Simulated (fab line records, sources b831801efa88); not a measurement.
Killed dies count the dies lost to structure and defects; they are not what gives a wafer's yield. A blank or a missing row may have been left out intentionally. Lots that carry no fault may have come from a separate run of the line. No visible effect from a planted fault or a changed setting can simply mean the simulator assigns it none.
What tool caused it? ; flow sky130 ; Sampling: 12 lots, 36 wafers, 5 of 708 route steps

## WHAT EACH GAUGE READ, for each wafer
SKY_FIELD_ISO_THK_MEAS_02.
lot;measured;on;FIELD_ISO_OXIDATION_00_THK (nm)
L963;day 1 11:39;filmMetro-01;11.87 11.80 11.63
L964;day 1 16:39;filmMetro-01;12.10 11.84 12.12
L965;day 1 23:13;filmMetro-01;11.91 11.98 11.80
L967;day 2 07:49;filmMetro-04;11.94 12.01 12.08
L969;day 2 17:38;filmMetro-04;12.10 12.17 12.19
L970;day 3 03:33;filmMetro-04;19.49 19.45 19.65
L977;day 4 13:04;filmMetro-02;19.15 19.25 19.48
L978;day 4 15:34;filmMetro-01;12.06 11.98 12.18
L979;day 4 19:58;filmMetro-04;11.89 12.01 11.74
L980;day 5 01:11;filmMetro-04;12.37 12.11 12.21
L981;day 5 07:36;filmMetro-04;12.23 12.09 12.01
L984;day 5 21:26;filmMetro-01;11.98 12.09 11.84

SKY_LOCAL_INTERCONNECT_OVL_MEAS_12.
lot;measured;on;LOCAL_INTERCONNECT_OVL (nm)
L963;day 30 16:12;overlay-01;-8 1 -8
L964;day 31 01:30;overlay-01;1 9 4
L965;day 31 06:13;overlay-02;-1 -7 -3
L967;day 33 05:34;overlay-01;-14 -6 -8
L969;day 33 12:57;overlay-01;5 10 1
L970;day 34 03:49;overlay-01;4 -3 1
L977;day 35 22:30;overlay-02;6 3 5
L978;day 35 17:36;overlay-01;3 -4 -1
L979;day 36 07:06;overlay-02;-1 1 -1
L980;day 36 10:08;overlay-01;-5 -3 -4
L981;day 36 14:10;overlay-02;-16 -10 -15
L984;day 37 16:19;overlay-01;-2 -9 -2

## WHICH TOOL RAN EACH LOT (tool, then ch and the chambers of the sampled wafers, then the start)
lot;SKY_FIELD_ISO_OXIDATION_01;SKY_GATE_OXIDE_STRIP_13;SKY_POLY_GATE_ETCH_15
L963;furnace-02 ch 0, day 1 10:07;plasmaAsher-01 ch 0,1, day 13 23:05;rieDiel-02 ch 0,1,3, day 16 15:41
L964;furnace-01 ch 0, day 1 15:08;plasmaAsher-04 ch 0,1, day 14 05:52;rieDiel-02 ch 1,2, day 16 20:11
L965;furnace-02 ch 0, day 1 21:41;plasmaAsher-01 ch 0,1, day 14 16:58;rieDiel-04 ch 0,3, day 17 04:38
L967;furnace-02 ch 0, day 2 06:17;plasmaAsher-01 ch 0,1, day 16 11:01;rieDiel-03 ch 1,2,3, day 19 10:38
L969;furnace-01 ch 0, day 2 16:07;plasmaAsher-03 ch 0,1, day 16 22:19;rieDiel-03 ch 0,1,3, day 19 19:29
L970;furnace-01 ch 0, day 2 23:08;plasmaAsher-04 ch 0,1, day 17 16:05;rieDiel-02 ch 2,3, day 20 11:38
L977;furnace-02 ch 0, day 4 08:52 and furnace-01 ch 0, day 4 11:32;plasmaAsher-01 ch 0,1, day 19 14:59;rieDiel-04 ch 0,1,2, day 22 14:02
L978;furnace-01 ch 0, day 4 14:04;plasmaAsher-04 ch 0,1, day 19 14:49;rieDiel-03 ch 0,1,2, day 22 09:47
L979;furnace-01 ch 0, day 4 18:28;plasmaAsher-03 ch 0,1, day 20 00:07;rieDiel-02 ch 0,1,2, day 22 17:17
L980;furnace-01 ch 0, day 4 23:40;plasmaAsher-04 ch 0,1, day 20 05:52;rieDiel-02 ch 1,2, day 22 23:35
L981;furnace-02 ch 0, day 5 06:05;plasmaAsher-04 ch 0,1, day 20 15:49;rieDiel-02 ch 0,1, day 23 09:14
L984;furnace-01 ch 0, day 5 19:54;plasmaAsher-04 ch 0,1, day 21 20:21;rieDiel-02 ch 2,3, day 24 14:47
- SKY_FIELD_ISO_OXIDATION_01: stabilise 600 s, purge 300 s, target thk 12 nm.
- SKY_GATE_OXIDE_STRIP_13: strips in O2/N2.
- SKY_POLY_GATE_ETCH_15: etches BARC in N2/H2, stops on SiO2, time 118.5 s, target depth 110 nm.

## WHAT THE TOOLS THEMSELVES READ (means of the sampled wafers that have a number; where no wafer has one, the mark that the record gives instead)
SKY_GATE_OXIDE_STRIP_13.
lot;tool;drypumpMotorCurrentA (A);oesProductAu (a.u.);stripTimeToEndpointS (s)
L963;plasmaAsher-01;6.0;0.720;14.23
L964;plasmaAsher-04;5.4;0.716;14.15
L965;plasmaAsher-01;6.0;0.714;14.17
L967;plasmaAsher-01;6.1;0.715;14.14
L969;plasmaAsher-03;5.7;0.717;14.15
L970;plasmaAsher-04;5.4;0.715;14.18
L977;plasmaAsher-01;6.0;0.716;14.08
L978;plasmaAsher-04;5.6;0.718;14.11
L979;plasmaAsher-03;5.7;0.712;14.23
L980;plasmaAsher-04;5.6;0.714;14.19
L981;plasmaAsher-04;5.6;0.715;14.18
L984;plasmaAsher-04;5.6;0.715;14.20

SKY_POLY_GATE_ETCH_15.
lot;tool;drypumpMotorCurrentA (A);h2FlowSccm (sccm);oesProductAu (a.u.);throttleValvePct (%)
L963;rieDiel-02;6.2;200.2;0.713;13.210
L964;rieDiel-02;5.5;200.2;0.712;13.212
L965;rieDiel-04;5.1;199.2;0.714;13.217
L967;rieDiel-03;5.2;200.2;0.718;13.207
L969;rieDiel-03;5.6;200.1;0.713;13.223
L970;rieDiel-02;6.4;199.6;0.715;13.207
L977;rieDiel-04;5.5;199.5;0.717;13.222
L978;rieDiel-03;5.6;199.7;0.717;13.221
L979;rieDiel-02;5.8;199.9;0.720;13.210
L980;rieDiel-02;5.6;199.6;0.719;13.215
L981;rieDiel-02;5.8;199.8;0.716;13.224
L984;rieDiel-02;5.9;200.0;0.719;13.215

## THE ANSWER, worked out from the rows above alone
Rule: the lots themselves supply what counts as usual. The widest of any qualifying gaps counts: lots, ordered by their means at a reading, are off when they make up no more than a third of the lots, leave a main group of 4 or more, and stand apart from it by 3 or more times the standard deviation of that group's means. A main group whose means are all the same, to the digits that the tables above print for the reading, isn't used. A lot without any number at a reading at which 4 lots or more have one is off too. The other lots that the step has rows for count as sound. Order of review: gauges by route order, followed by the tools' own readings, for which a lot's mean as printed above is used. At the first step where some lot is off, the reading lying furthest off is the one used; lots without a number count as furthest.
Off: at SKY_FIELD_ISO_THK_MEAS_02 (FIELD_ISO_OXIDATION_00_THK), L970, L977. Main group: mean 12.01 nm, sd 0.13.
If a tool, at a process step before that reading, ran all the lots that are off and no sound lot after the first of them, it fits. The gauges at SKY_FIELD_ISO_THK_MEAS_02 are tried like those tools. Not one of the candidates tried fits.

## WHAT THE SIMULATOR HAD PUT IN
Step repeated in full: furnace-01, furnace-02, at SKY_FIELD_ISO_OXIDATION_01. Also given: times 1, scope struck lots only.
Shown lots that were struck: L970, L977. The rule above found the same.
